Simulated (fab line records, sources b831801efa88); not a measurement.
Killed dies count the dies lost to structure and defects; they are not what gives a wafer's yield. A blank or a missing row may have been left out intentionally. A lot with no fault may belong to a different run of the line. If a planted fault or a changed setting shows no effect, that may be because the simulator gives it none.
A lot that was struck, set against a sound lot || flow gf180mcu || 14 out of 602 route steps
Sound: these wafers, L748.2, L748.3, L748.5. Struck: wafers L749.1, L749.3, L749.5. At the end, the cause is stated.
Each step with rows lists, per side, the tool, then ch with its chambers, then its first start. Under that, the readings that differ: sound wafers || struck wafers || difference of the means || sigmas: that difference in standard deviations of wafers without a fault.
alike: same words and numbers on both sides, and readings whose means sit less than 2 such deviations apart. not compared: any withheld reading, any reading some wafer has no value for, any bound like >300 that may hide the same value, and any number with overlapping values for which the record gives no deviation.
A row with sigmas, a row that says differs or no value, or rows on one side alone: a step with any of these is where the two part. Numbers that have no deviation but don't overlap get no sigmas and don't part them. Lack of a reading on every wafer of one side parts them only where that side has two or more wafers.

first, 4 steps without rows for these wafers: GF_DNWELL_EXPOSE_04 (exposes mask DNWELL, target cd 1700 nm); GF_DNWELL_PEB_05; GF_DNWELL_DEVELOP_06 (develop time 60 s); GF_DNWELL_IMPLANT_07.
GF_DNWELL_STRIP_08: strips in O2/N2.
  sound on plasma asher-04 ch 0,1, day 3 04:46; struck on plasma asher-02 ch 0,1, day 3 08:43
  alike: drypump motor current A, heater power w, oes product au, strip time to endpoint s
  not compared: rf hours counter h
GF_DNWELL_TW_MEAS_09:
  sound on film metro-02, day 3 04:53; struck on film metro-02, day 3 08:49
  alike: DNWELL_TW
then, 6 steps without rows for these wafers: GF_NWELL_DEHYDRATE_00 (time 60 s); GF_NWELL_HMDS_01 (prime time 60 s); GF_NWELL_COAT_02 (resist thk 3000 nm); GF_NWELL_SOFTBAKE_03; GF_NWELL_EXPOSE_04 (exposes mask Nwell, target cd 860 nm); GF_NWELL_PEB_05.
GF_NWELL_DEVELOP_06: develop time 60 s.
  struck on litho track-01, day 3 21:00; sound on litho track-03 ch 0, day 3 17:00
  no value came back on the struck wafers for chill plate temp C (C), develop time s (s); on the sound wafers chill plate temp C (C) reads 23.00 22.92 23.02
GF_NWELL_OVL_MEAS_07:
  sound on overlay-02, day 3 17:18; struck on overlay-02, day 3 21:52
{"reading": "NWELL_OVL (nm)", "sound": "-3.0 -3.9 -1.3", "struck": "- - -", "difference": "no value on the struck wafers", "sigmas": ""}

== WHERE THEY PART ==
Earliest at GF_NWELL_DEVELOP_06; latest, in this record, at GF_NWELL_OVL_MEAS_07.

WHY: the cause the simulator had injected
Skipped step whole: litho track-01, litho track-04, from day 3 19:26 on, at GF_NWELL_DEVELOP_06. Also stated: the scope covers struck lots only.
